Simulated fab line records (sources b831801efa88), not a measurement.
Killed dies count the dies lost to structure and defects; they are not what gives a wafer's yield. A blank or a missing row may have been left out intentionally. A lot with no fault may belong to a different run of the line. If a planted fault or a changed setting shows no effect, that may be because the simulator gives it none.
fab line records -- flow sky130
[record] lots = 11, wafers = 33, last_day = 49
route steps=708 shown SONOS_ONO@171 POLY_GATE@213 RES_PROTECT@214 PAD_OPEN@708
lots that met no fault: taken from a fault-free run of the same line
start_h: hours from the record's opening day to when the first of the lot's shown wafers began -- wait_h: time in hours since the lot's previous step -- " identical to the entry in the row above -- L1.1+2: one row covering several wafers at once -- - no value present, or no start provided -- * or withheld: withheld -- < > ~ a bound
route shown NAME@n: NAME is a module with steps in the file, n the number in the route of the first one -- usual: mean/standard deviation of fault-free wafers -- same: alike in all rows -- chamber/n: place in a boat -- sites: per-site readings -- _std_site: how widely they spread, as a standard deviation -- _edge_site: the outer-site mean with the inner-site mean subtracted -- radius_mm: how far each site lies from the wafer's centre -- mask NAME#n: copy n -- behind: the tool/chamber that last shaped the wafer -- hold: the reason the lot was held/the length of the hold in hours/how it ended -- device: whichever transistor did not switch (one of n, p or np) -- end of line: the tests these same wafers got at the end of their route -- where a step has no rows: the recipe by itself -- killed: the dies lost at the first sort to structure and to defects; this is not the yield of the wafer -- map: a wafer's dies, marking killed ones x, the rest . and places with no die _
set.NAME: the setting that was run; set.NAME@STEP: the one run at that earlier step -- model.NAME: the simulator's own value behind a step, which no gauge read
a sample of lots followed through the steps of the route, with each step as a table and each wafer as a row
services: a tool's chamber out of use, with start hour (start_h, from the record's first day; less than 0 if before it), hours out, and reason
[[steps]]
[step SKY_SONOS_ONO_THK_MEAS_03]
[recipe] reads = Si3N4_of_SONOS_ONO_CVD_02
[usual] SONOS_ONO_CVD_02_THK = 10.53/0.13
lot.wafer,tool,chamber,start_h,wait_h,SONOS_ONO_CVD_02_THK[nm]
L192.2,film_metro-01,-,263.62,0.0,10.67
L192.3,film_metro-01,-,263.62,0.0,10.60
L192.5,film_metro-01,-,263.62,0.0,10.56
L194.1,film_metro-01,-,283.42,0.0,10.74
L194.3,film_metro-01,-,283.42,0.0,10.86
L194.5,film_metro-01,-,283.42,0.0,10.79
L196.4,film_metro-01,-,292.58,0.0,10.53
L196.5,film_metro-01,-,292.58,0.0,10.46
L196.6,film_metro-01,-,292.58,0.0,10.52
L198.1,film_metro-02,-,304.53,0.0,10.47
L198.4,film_metro-02,-,304.53,0.0,10.53
L198.5,film_metro-02,-,304.53,0.0,10.42
L199.2,film_metro-03,-,313.31,0.0,10.62
L199.3,film_metro-03,-,313.31,0.0,10.58
L199.4,film_metro-03,-,313.31,0.0,10.59
L200.3,film_metro-03,-,316.15,0.0,10.53
L200.5,film_metro-03,-,316.15,0.0,10.71
L200.6,film_metro-03,-,316.15,0.0,10.63
L207.2,film_metro-03,-,383.88,0.0,10.44
L207.3,film_metro-03,-,383.88,0.0,10.48
L207.5,film_metro-03,-,383.88,0.0,10.39
L208.2,film_metro-02,-,383.88,0.0,10.36
L208.3,film_metro-02,-,383.88,0.0,10.41
L208.4,film_metro-02,-,383.88,0.0,10.39
L210.1,film_metro-03,-,400.57,0.0,10.41
L210.5,film_metro-03,-,400.57,0.0,10.59
L210.6,film_metro-03,-,400.57,0.0,10.56
L211.1,film_metro-02,-,406.79,0.0,10.38
L211.3,film_metro-02,-,406.79,0.0,10.41
L211.5,film_metro-02,-,406.79,0.0,10.43
L213.2,film_metro-01,-,419.52,0.0,10.57
L213.3,film_metro-01,-,419.52,0.0,10.56
L213.6,film_metro-01,-,419.52,0.0,10.46
[step SKY_SONOS_ONO_STRIP_17]
[recipe] chemistry = O2/N2, power_w = 1400, pressure_mtorr = 1500, platen_temp_c = withheld, o2_flow_sccm = 3000, n2_flow_sccm = 300, overash_fraction = 0.5
[usual] drypump_motor_current_A = 5.8/0.34, n2_flow_sccm = 299.8/0.89, oes_product_au = 0.710/0.0047, strip_time_to_endpoint_s = 14.09/0.035
lot.wafer,tool,chamber,start_h,wait_h,drypump_motor_current_A,n2_flow_sccm,oes_product_au,rf_hours_counter_h,strip_time_to_endpoint_s
L192.2,plasma_asher-04,0,287.44,0.0,5.4,299.4,0.699,50,14.10
L192.3,plasma_asher-04,0,287.44,0.0,5.3,301.0,0.708,-,14.11
L192.5,plasma_asher-04,0,287.44,0.0,5.4,298.8,0.713,-,14.13
L194.1,plasma_asher-02,1,308.94,0.0,5.4,299.3,0.712,58,14.06
L194.3,plasma_asher-02,0,308.94,0.0,6.2,298.8,0.707,-,14.06
L194.5,plasma_asher-02,0,308.94,0.0,6.2,299.7,0.709,-,14.09
L196.4,plasma_asher-01,0,319.27,0.0,5.6,300.3,0.704,-,14.04
L196.5,plasma_asher-01,1,319.27,0.0,6.0,301.1,0.707,-,14.06
L196.6,plasma_asher-01,0,319.27,0.0,5.6,299.3,0.719,-,14.03
L198.1,plasma_asher-01,0,332.58,0.0,5.6,300.3,0.704,65,14.13
L198.4,plasma_asher-01,0,332.58,0.0,5.6,301.3,0.716,-,14.13
L198.5,plasma_asher-01,1,332.58,0.0,6.1,299.1,0.708,-,14.11
L199.2,plasma_asher-01,1,341.80,0.0,6.0,298.2,0.710,66,14.16
L199.3,plasma_asher-01,1,341.80,0.0,6.0,298.7,0.710,-,14.13
L199.4,plasma_asher-01,0,341.80,0.0,5.6,300.8,0.700,-,14.13
L200.3,plasma_asher-04,1,344.27,0.0,5.8,299.9,0.718,-,14.10
L200.5,plasma_asher-04,0,344.27,0.0,5.3,300.2,0.708,-,14.11
L200.6,plasma_asher-04,1,344.27,0.0,5.8,300.2,0.712,-,14.10
L207.2,plasma_asher-01,1,412.33,0.0,6.0,299.2,0.713,74,14.10
L207.3,plasma_asher-01,0,412.33,0.0,5.6,299.0,0.706,-,14.10
L207.5,plasma_asher-01,1,412.33,0.0,6.1,299.6,0.713,-,14.07
L208.2,plasma_asher-01,1,412.63,0.0,6.0,301.3,0.706,74,14.09
L208.3,plasma_asher-01,1,412.63,0.0,6.0,300.1,0.708,-,14.12
L208.4,plasma_asher-01,0,412.63,0.0,5.6,300.4,0.714,-,14.10
L210.1,plasma_asher-04,1,428.63,0.0,5.8,301.9,0.716,63,14.13
L210.5,plasma_asher-04,1,428.63,0.0,5.8,300.0,0.705,-,14.06
L210.6,plasma_asher-04,0,428.63,0.0,5.3,299.8,0.713,-,14.04
L211.1,plasma_asher-02,1,437.31,0.0,5.4,300.5,0.714,1,14.04
L211.3,plasma_asher-02,1,437.31,0.0,5.4,299.7,0.707,-,14.05
L211.5,plasma_asher-02,1,437.31,0.0,5.4,302.0,0.707,-,14.08
L213.2,plasma_asher-02,1,450.37,0.0,5.4,299.7,0.701,2,14.08
L213.3,plasma_asher-02,1,450.37,0.0,5.4,300.2,0.707,-,14.10
L213.6,plasma_asher-02,1,450.37,0.0,5.4,299.8,0.725,-,14.07
[step SKY_POLY_GATE_IMPLANT_02]
[recipe] species = P, energy_kev = 30, dose_cm2 = 7.7e+15, tilt_deg = 0
[usual] beam_energy_keV = 30.002/0.01, beam_on_s = 38/4.6
[same] implant_ion_amu = 31
lot.wafer,tool,chamber,start_h,wait_h,beam_energy_keV,beam_on_s
L192.2,implanter-04,0,347.64,0.1,30.021,37
L192.3,implanter-04,0,347.64,0.1,30.030,37
L192.5,implanter-04,0,347.64,0.1,30.013,37
L194.1,implanter-04,0,371.28,0.1,30.000,38
L194.3,implanter-04,0,371.28,0.1,29.989,37
L194.5,implanter-04,0,371.28,0.1,29.994,36
L196.4,implanter-02,0,379.50,0.1,30.001,43
L196.5,implanter-02,0,379.50,0.1,29.994,44
L196.6,implanter-02,0,379.50,0.1,30.001,44
L198.1,implanter-02,0,400.09,0.1,30.028,53
L198.4,implanter-02,0,400.09,0.1,30.016,52
L198.5,implanter-02,0,400.09,0.1,30.021,56
L199.2,implanter-02,0,412.09,0.1,29.997,54
L199.3,implanter-02,0,412.09,0.1,29.999,52
L199.4,implanter-02,0,412.09,0.1,30.004,54
L200.3,implanter-01,0,412.53,0.1,30.004,31
L200.5,implanter-01,0,412.53,0.1,29.999,32
L200.6,implanter-01,0,412.53,0.1,29.996,33
L207.2,implanter-04,0,484.70,0.1,29.994,37
L207.3,implanter-04,0,484.70,0.1,29.986,38
L207.5,implanter-04,0,484.70,0.1,29.987,37
L208.2,implanter-02,0,484.91,0.1,29.991,43
L208.3,implanter-02,0,484.91,0.1,29.996,42
L208.4,implanter-02,0,484.91,0.1,29.991,44
L210.1,implanter-02,0,496.66,0.1,30.005,43
L210.5,implanter-02,0,496.66,0.1,30.002,42
L210.6,implanter-02,0,496.66,0.1,30.023,43
L211.1,implanter-01,0,503.43,0.1,30.011,31
L211.3,implanter-01,0,503.43,0.1,29.995,32
L211.5,implanter-01,0,503.43,0.1,30.010,32
L213.2,implanter-04,0,516.11,0.1,29.981,37
L213.3,implanter-04,0,516.11,0.1,30.005,36
L213.6,implanter-04,0,516.11,0.1,29.991,38
[step SKY_RES_PROTECT_STRIP_07]
[recipe] chemistry = O2/N2, power_w = 1400, pressure_mtorr = 1500, platen_temp_c = withheld, o2_flow_sccm = 3000, n2_flow_sccm = 300, overash_fraction = 0.5
[usual] drypump_motor_current_A = 5.8/0.46, n2_flow_sccm = 299.8/0.88, oes_product_au = 0.518/0.0043, strip_time_to_endpoint_s = 23.28/0.035
lot.wafer,tool,chamber,start_h,wait_h,drypump_motor_current_A,n2_flow_sccm,oes_product_au,rf_hours_counter_h,strip_time_to_endpoint_s
L192.2,plasma_asher-02,0,347.76,0.1,6.3,299.9,0.517,62,23.24
L192.3,plasma_asher-02,1,347.76,0.1,5.4,298.7,0.517,-,23.24
L192.5,plasma_asher-02,0,347.76,0.1,6.2,299.7,0.524,-,23.24
L194.1,plasma_asher-04,0,371.43,0.1,5.3,300.8,0.522,59,23.25
L194.3,plasma_asher-04,0,371.43,0.1,5.3,299.1,0.512,-,23.25
L194.5,plasma_asher-04,0,371.43,0.1,5.3,299.9,0.523,-,23.27
L196.4,plasma_asher-04,0,379.61,0.1,5.3,299.2,0.517,-,23.35
L196.5,plasma_asher-04,0,379.61,0.1,5.3,301.3,0.521,-,23.34
L196.6,plasma_asher-04,1,379.61,0.1,5.8,298.4,0.519,-,23.33
L198.1,plasma_asher-03,0,400.24,0.1,5.4,299.1,0.507,25,24.19
L198.4,plasma_asher-03,1,400.24,0.1,6.6,300.1,0.506,-,24.19
L198.5,plasma_asher-03,1,400.24,0.1,6.6,299.5,0.506,-,24.19
L199.2,plasma_asher-02,1,412.21,0.1,5.4,299.6,0.513,69,24.21
L199.3,plasma_asher-02,1,412.21,0.1,5.4,299.7,0.507,-,24.26
L199.4,plasma_asher-02,0,412.21,0.1,6.3,299.8,0.504,-,24.17
L200.3,plasma_asher-02,0,412.66,0.1,6.3,300.4,0.521,-,23.30
L200.5,plasma_asher-02,1,412.66,0.1,5.4,299.8,0.513,-,23.30
L200.6,plasma_asher-02,0,412.66,0.1,6.2,298.8,0.516,-,23.29
L207.2,plasma_asher-03,0,484.83,0.1,5.4,299.9,0.521,34,23.27
L207.3,plasma_asher-03,1,484.83,0.1,6.6,299.0,0.519,-,23.28
L207.5,plasma_asher-03,1,484.83,0.1,6.6,299.2,0.517,-,23.28
L208.2,plasma_asher-02,1,485.04,0.1,5.4,301.3,0.516,5,23.29
L208.3,plasma_asher-02,0,485.04,0.1,6.3,298.9,0.507,-,23.26
L208.4,plasma_asher-02,1,485.04,0.1,5.4,298.5,0.529,-,23.29
L210.1,plasma_asher-02,0,496.81,0.1,6.3,301.3,0.515,7,23.24
L210.5,plasma_asher-02,0,496.81,0.1,6.3,298.5,0.515,-,23.35
L210.6,plasma_asher-02,1,496.81,0.1,5.4,299.7,0.514,-,23.35
L211.1,plasma_asher-04,1,503.58,0.1,5.8,299.8,0.525,70,23.19
L211.3,plasma_asher-04,0,503.58,0.1,5.3,299.7,0.517,-,23.25
L211.5,plasma_asher-04,0,503.58,0.1,5.3,299.9,0.510,-,23.25
L213.2,plasma_asher-02,1,516.24,0.1,5.4,299.1,0.523,8,23.31
L213.3,plasma_asher-02,0,516.24,0.1,6.2,300.7,0.521,-,23.25
L213.6,plasma_asher-02,1,516.24,0.1,5.4,300.1,0.515,-,23.27
[step SKY_POLY_GATE_THK_MEAS_04]
[recipe] reads = Si3N4_of_POLY_GATE_CVD_03
[usual] POLY_GATE_CVD_03_THK = 75.1/0.69
lot.wafer,tool,chamber,start_h,wait_h,POLY_GATE_CVD_03_THK[nm]
L192.2,film_metro-01,-,352.12,0.0,74.5
L192.3,film_metro-01,-,352.12,0.0,74.9
L192.5,film_metro-01,-,352.12,0.0,74.9
L194.1,film_metro-04,-,373.03,0.0,74.3
L194.3,film_metro-04,-,373.03,0.0,74.3
L194.5,film_metro-04,-,373.03,0.0,75.0
L196.4,film_metro-04,-,382.85,0.0,74.6
L196.5,film_metro-04,-,382.85,0.0,74.5
L196.6,film_metro-04,-,382.85,0.0,74.3
L198.1,film_metro-04,-,401.93,0.0,76.3
L198.4,film_metro-04,-,401.93,0.0,75.2
L198.5,film_metro-04,-,401.93,0.0,75.8
L199.2,film_metro-04,-,418.47,0.0,76.0
L199.3,film_metro-04,-,418.47,0.0,75.1
L199.4,film_metro-04,-,418.47,0.0,75.2
L200.3,film_metro-01,-,418.48,0.0,74.7
L200.5,film_metro-01,-,418.48,0.0,74.5
L200.6,film_metro-01,-,418.48,0.0,75.2
L207.2,film_metro-01,-,486.40,0.0,74.3
L207.3,film_metro-01,-,486.40,0.0,75.0
L207.5,film_metro-01,-,486.40,0.0,74.7
L208.2,film_metro-02,-,487.76,0.0,75.7
L208.3,film_metro-02,-,487.76,0.0,76.1
L208.4,film_metro-02,-,487.76,0.0,76.0
L210.1,film_metro-01,-,498.38,0.0,75.9
L210.5,film_metro-01,-,498.38,0.0,76.5
L210.6,film_metro-01,-,498.38,0.0,75.9
L211.1,film_metro-02,-,505.14,0.0,76.0
L211.3,film_metro-02,-,505.14,0.0,75.7
L211.5,film_metro-02,-,505.14,0.0,75.6
L213.2,film_metro-04,-,518.27,0.0,75.3
L213.3,film_metro-04,-,518.27,0.0,75.2
L213.6,film_metro-04,-,518.27,0.0,75.2
[step SKY_PAD_OPEN_PROBE_99]
[usual] killed_at_M0_to_M3 = 43/7.3, killed_at_M4_up = 3.2/1.8, killed_at_contacts = 24/5.8, killed_at_front_end = 16/4.5, killed_at_other = 0.3/0.53, killed_dies = 87/9.9, killed_open = 48/6.8, killed_short = 39/6.9
[same] gross_dies = 492, killed_at_back_side = 0
lot.wafer,tool,chamber,start_h,wait_h,killed_at_M0_to_M3,killed_at_M4_up,killed_at_contacts,killed_at_front_end,killed_at_other,killed_dies,killed_open,killed_short
L194.1,prober-02,-,1098.66,0.1,50,4,18,18,0,90,52,38
L194.3,prober-02,-,1098.76,0.2,36,3,25,9,1,74,41,33
L194.5,prober-02,-,1098.86,0.2,31,3,22,19,1,76,44,32
L198.1,prober-02,-,1114.72,0.1,46,4,26,20,0,96,46,50
L198.4,prober-02,-,1114.87,0.2,54,1,26,10,0,91,56,35
L198.5,prober-02,-,1114.92,0.2,40,3,35,14,0,92,57,35
L199.2,prober-01,-,1122.38,0.1,41,2,24,24,0,91,50,41
L199.3,prober-01,-,1122.43,0.2,54,2,22,13,0,91,61,30
L199.4,prober-01,-,1122.48,0.2,42,2,16,18,0,78,47,31
L200.3,prober-02,-,1127.30,0.2,35,2,36,10,0,83,50,33
L200.5,prober-02,-,1127.40,0.2,41,2,26,13,3,85,45,40
L200.6,prober-02,-,1127.45,0.2,41,4,26,16,0,87,50,37
L207.2,prober-01,-,1163.04,0.1,47,3,23,17,1,91,58,33
L207.3,prober-01,-,1163.09,0.2,58,2,24,10,0,94,47,47
L207.5,prober-01,-,1163.19,0.2,35,0,28,18,1,82,46,36
L208.2,prober-02,-,1168.10,0.1,48,3,29,12,0,92,56,36
L208.3,prober-02,-,1168.15,0.2,40,5,23,27,0,95,47,48
L208.4,prober-02,-,1168.20,0.2,52,5,16,17,0,90,42,48
// killed by level:class
L194.1 VIA1:geometric_particle:open=18 VIA3:geometric_particle:open=7 LI_CONTACT:geometric_particle:open=6 POLY_GATE:geometric_particle:short=5 METAL1:geometric_particle:short=5 VIA1:geometric_particle:short=5 FIELD_ISO:geometric_particle:open=4 METAL4:geometric_particle:short=4
L194.3 CONTACT:geometric_particle:open=10 VIA1:geometric_particle:open=8 LI_CONTACT:geometric_particle:open=6 CONTACT:geometric_particle:short=6 VIA1:geometric_particle:short=6 VIA3:geometric_particle:open=5 FIELD_ISO:geometric_particle:open=4 METAL1:geometric_particle:short=4
L194.5 VIA1:geometric_particle:open=9 FIELD_ISO:geometric_particle:open=8 LI_CONTACT:geometric_particle:open=8 CONTACT:geometric_particle:short=5 VIA3:geometric_particle:open=5 FIELD_ISO:geometric_particle:short=4 POLY_GATE:geometric_particle:open=4 CONTACT:geometric_particle:open=4
L198.1 METAL1:geometric_particle:short=11 VIA3:geometric_particle:open=11 CONTACT:geometric_particle:open=9 POLY_GATE:geometric_particle:short=6 CONTACT:geometric_particle:short=6 POLY_GATE:geometric_particle:open=5 VIA1:geometric_particle:open=5 FIELD_ISO:geometric_particle:short=4
L198.4 CONTACT:geometric_particle:open=15 VIA3:geometric_particle:open=11 METAL1:geometric_particle:short=9 LI_CONTACT:geometric_particle:open=8 VIA1:geometric_particle:open=8 VIA3:geometric_particle:short=7 VIA2:geometric_particle:open=5 METAL3:geometric_particle:short=5
L198.5 LI_CONTACT:geometric_particle:open=12 CONTACT:geometric_particle:open=10 VIA1:geometric_particle:open=9 VIA2:geometric_particle:open=8 VIA3:geometric_particle:open=7 CONTACT:geometric_particle:short=6 FIELD_ISO:geometric_particle:open=5 METAL1:geometric_particle:short=5
L199.2 VIA1:geometric_particle:open=14 CONTACT:geometric_particle:open=8 VIA3:geometric_particle:open=7 FIELD_ISO:geometric_particle:open=6 LI_CONTACT:geometric_particle:open=6 CONTACT:geometric_particle:short=6 POLY_GATE:geometric_particle:short=5 SPACER:geometric_particle:short=5
L199.3 VIA1:geometric_particle:open=19 CONTACT:geometric_particle:open=10 VIA3:geometric_particle:open=8 LI_CONTACT:geometric_particle:open=7 METAL2:geometric_particle:short=7 VIA1:geometric_particle:short=6 FIELD_ISO:geometric_particle:open=5 POLY_GATE:geometric_particle:open=5
L199.4 VIA3:geometric_particle:open=9 CONTACT:geometric_particle:open=6 VIA1:geometric_particle:short=6 VIA1:geometric_particle:open=6 VIA2:geometric_particle:open=6 FIELD_ISO:geometric_particle:short=4 LI_CONTACT:geometric_particle:open=4 VIA3:geometric_particle:short=3
L200.3 CONTACT:geometric_particle:open=17 VIA1:geometric_particle:open=10 VIA2:geometric_particle:open=9 LI_CONTACT:geometric_particle:open=6 VIA3:geometric_particle:short=6 LOCAL_INTERCONNECT:geometric_particle:short=5 CONTACT:geometric_particle:short=5 FIELD_ISO:geometric_particle:open=4
L200.5 LI_CONTACT:geometric_particle:open=9 CONTACT:geometric_particle:open=8 METAL1:geometric_particle:short=7 VIA3:geometric_particle:open=6 VIA2:geometric_particle:open=6 LI_CONTACT:geometric_particle:short=5 VIA1:geometric_particle:open=5 CONTACT:geometric_particle:short=4
L200.6 CONTACT:geometric_particle:open=11 METAL2:geometric_particle:short=11 VIA2:geometric_particle:open=10 VIA1:geometric_particle:open=6 FIELD_ISO:geometric_particle:open=5 FIELD_ISO:geometric_particle:short=4 LI_CONTACT:geometric_particle:open=4 VIA3:geometric_particle:open=4
L207.2 VIA1:geometric_particle:open=14 CONTACT:geometric_particle:open=11 METAL1:geometric_particle:short=7 VIA3:geometric_particle:open=7 LI_CONTACT:geometric_particle:open=6 FIELD_ISO:geometric_particle:open=5 METAL2:geometric_particle:short=5 FIELD_ISO:geometric_particle:short=4
L207.3 VIA1:geometric_particle:open=16 METAL2:geometric_particle:short=9 VIA3:geometric_particle:open=8 METAL1:geometric_particle:short=7 CONTACT:geometric_particle:open=6 VIA2:geometric_particle:short=5 LOCAL_INTERCONNECT:geometric_particle:short=5 VIA2:geometric_particle:open=5
L207.5 CONTACT:geometric_particle:open=11 VIA1:geometric_particle:open=8 LI_CONTACT:geometric_particle:open=7 METAL1:geometric_particle:short=7 METAL2:geometric_particle:short=7 VIA2:geometric_particle:open=7 LOCAL_INTERCONNECT:geometric_particle:short=6 FIELD_ISO:geometric_particle:short=4
L208.2 CONTACT:geometric_particle:open=14 VIA1:geometric_particle:open=11 VIA1:geometric_particle:short=9 LI_CONTACT:geometric_particle:open=8 VIA2:geometric_particle:open=6 FIELD_ISO:geometric_particle:open=5 METAL1:geometric_particle:short=4 METAL2:geometric_particle:short=4
L208.3 VIA1:geometric_particle:open=8 FIELD_ISO:geometric_particle:short=7 VIA3:geometric_particle:open=7 LI_CONTACT:geometric_particle:open=6 VIA2:geometric_particle:open=6 SPACER:geometric_particle:short=5 LOCAL_INTERCONNECT:geometric_particle:short=5 CONTACT:geometric_particle:short=5
L208.4 VIA2:geometric_particle:open=11 VIA1:geometric_particle:open=10 FIELD_ISO:geometric_particle:short=8 VIA1:geometric_particle:short=7 VIA3:geometric_particle:open=6 LOCAL_INTERCONNECT:geometric_particle:short=5 LI_CONTACT:geometric_particle:open=5 CONTACT:geometric_particle:open=5
[[services]]
tool,chamber,start_h,hours,kind
implanter-01,-,335.55,2.5,repair
implanter-02,-,337.54,4.0,pm
implanter-02,-,368.67,5.6,pm
plasma_asher-04,-,387.89,3.6,repair
implanter-02,-,391.72,1.5,repair
plasma_asher-04,-,398.66,17.9,repair
implanter-01,-,414.97,3.4,repair
plasma_asher-02,-,421.25,9.0,pm
plasma_asher-02,0,421.25,9.0,vent_cycle
plasma_asher-02,1,421.25,9.0,vent_cycle
plasma_asher-02,0,430.25,-,clean
plasma_asher-02,1,430.25,-,clean
implanter-02,-,432.72,0.6,repair
implanter-04,-,434.21,3.2,repair
implanter-01,-,439.32,3.5,repair
implanter-01,-,439.95,1.0,repair
plasma_asher-03,-,441.05,2.8,pm
implanter-04,-,453.14,8.6,repair
implanter-01,-,492.46,4.3,pm
implanter-04,-,507.83,3.4,pm
plasma_asher-02,-,508.92,0.9,repair
plasma_asher-01,-,515.41,1.2,repair
[[key]]
[first_sign] step = SKY_POLY_GATE_IMPLANT_02, reading = beam_on_s, direction = up, sigmas = 3.4, usual = 38, struck = 54
[effect] step = SKY_RES_PROTECT_STRIP_07, reading = strip_time_to_endpoint_s, direction = up, sigmas = 26, usual = *, struck = *
met_at SKY_POLY_GATE_IMPLANT_02
struck_lots L198,L199
tester_left_out L198,L199
not_acting_at SKY_SONOS_ONO_THK_MEAS_03,SKY_SONOS_ONO_STRIP_17,SKY_POLY_GATE_THK_MEAS_04
onset_between 379.50 400.09
[fault] kind = process_parameter_drift, tool = implanter-02, chamber = -, onset_h = 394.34, steps = SKY_POLY_GATE_IMPLANT_02, channel = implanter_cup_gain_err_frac, offset = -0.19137, shape = step, end_h = 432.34
// tester_left_out: of these lots the tester's yield and bins aren't shown, on N5 and GAA mostly nor the transistor test; their killed dies are dies lost to structure and defects alone, not to doping, threshold or leakage, so they don't give the yield
